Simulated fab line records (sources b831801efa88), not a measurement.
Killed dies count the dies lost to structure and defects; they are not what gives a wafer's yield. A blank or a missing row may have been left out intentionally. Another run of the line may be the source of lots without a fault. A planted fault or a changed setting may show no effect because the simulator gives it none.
Matching of chambers || flow sfq_line || SFQ_TRILAYER_I0_CMP_CMP_028 on cmp-01 has 4 sister chambers
The step polishes SiO2. 4 wafers are shown with their chamber, then 7 later ones without.

== WAFERS PAIRED WITH THEIR CHAMBERS ==
{"wafer": "L172.4", "chamber": 1, "motor_current_A (A)": 12.8}
{"wafer": "L177.5", "chamber": 3, "motor_current_A (A)": 11.3}
{"wafer": "L181.3", "chamber": 2, "motor_current_A (A)": 10.9}
{"wafer": "L181.4", "chamber": 0, "motor_current_A (A)": 9.9}

== WAFERS MISSING THEIR CHAMBER ==
{"wafer": "L181.6", "motor_current_A (A)": 11.0}
{"wafer": "L182.1", "motor_current_A (A)": 11.2}
{"wafer": "L182.3", "motor_current_A (A)": 11.0}
{"wafer": "L182.6", "motor_current_A (A)": 10.9}
{"wafer": "L184.1", "motor_current_A (A)": 11.1}
{"wafer": "L184.2", "motor_current_A (A)": 11.1}
{"wafer": "L184.4", "motor_current_A (A)": 10.4}

== CHAMBER TAKEN BY EACH ==
{"wafer": "L181.6", "from the rows above": "can't be placed: 2 or 3", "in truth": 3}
{"wafer": "L182.1", "from the rows above": "can't be placed: 3 or 2", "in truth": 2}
{"wafer": "L182.3", "from the rows above": "can't be placed: 2 or 3", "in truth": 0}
{"wafer": "L182.6", "from the rows above": "can't be placed: 2 or 3", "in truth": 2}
{"wafer": "L184.1", "from the rows above": "can't be placed: 2 or 3", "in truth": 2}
{"wafer": "L184.2", "from the rows above": "can't be placed: 2 or 3", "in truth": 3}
{"wafer": "L184.4", "from the rows above": "can't be placed: 0 or 2 or 3", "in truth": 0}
Placed correctly: 0 of 7. Cannot be placed on the basis of these rows: 7; the candidates contain the true chamber in 6. Number placed wrongly: 0.
How it was worked out, from the rows above alone: a wafer's distance from a chamber is the root of the sum, over the readings, of the square of ((its reading less the chamber's mean) divided by the reading's scatter). If the next closest chamber is less than 2 further off than the closest, the wafer can't be placed; otherwise it belongs to the closest. For every chamber, the mean is computed from those of its wafers that are shown. The scatter (one wafer shown for each chamber): square how far every hidden wafer sits from the nearest shown wafer, average those squares and take the square root.
